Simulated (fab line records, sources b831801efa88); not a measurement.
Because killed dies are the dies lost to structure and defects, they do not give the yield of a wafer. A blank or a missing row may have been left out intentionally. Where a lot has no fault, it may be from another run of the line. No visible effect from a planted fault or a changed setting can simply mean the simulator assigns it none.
The tool behind it: which one? :: flow gf180mcu :: route of 602 steps, sampled at 1 step: 7 lots, 21 wafers

== WHAT THE GAUGES READ, wafer by wafer ==
GF_STI_BOW_MEAS_00.
lot: L486
measured: day 1 15:00
on: filmMetro-03
INCOMING_BOW (um): -2 6 3

lot: L492
measured: day 2 21:00
on: filmMetro-02
INCOMING_BOW (um): -5 -4 6

lot: L496
measured: day 3 17:00
on: filmMetro-03
INCOMING_BOW (um): -4 1 14

lot: L498
measured: day 4 03:01
on: filmMetro-02
INCOMING_BOW (um): -5 -1 -3

lot: L502
measured: day 4 23:00
on: filmMetro-03
INCOMING_BOW (um): 3 0 4

lot: L504
measured: day 5 09:00
on: filmMetro-02
INCOMING_BOW (um): 1 13 -1

lot: L508
measured: day 6 05:00
on: filmMetro-03
INCOMING_BOW (um): 1 11 11

== WHAT TOOL EACH LOT RAN ON (gives the tool, then ch and the chambers of the sampled wafers, and finally the start) ==
Record: no process step prior to these readings.

== THE ANSWER, worked out from the rows above alone ==
Rule: the lots themselves supply what counts as usual. Put in order of their means at a reading, lots are off if they are a third of the lots or fewer, leave a main group of 4 or more, and stand apart from it by a gap of 3 or more times the standard deviation of the main group's means; of several such gaps the widest counts. The tables above print the reading to a certain number of digits; a main group whose means all agree to those digits is not used. Also off: a lot with no number at a reading for which 4 or more lots have one. Where the step has rows for the other lots, those lots are counted as sound.
Nothing can be told from this: no lot is off at any reading shown.

== WHAT THE SIMULATOR HAD PUT IN ==
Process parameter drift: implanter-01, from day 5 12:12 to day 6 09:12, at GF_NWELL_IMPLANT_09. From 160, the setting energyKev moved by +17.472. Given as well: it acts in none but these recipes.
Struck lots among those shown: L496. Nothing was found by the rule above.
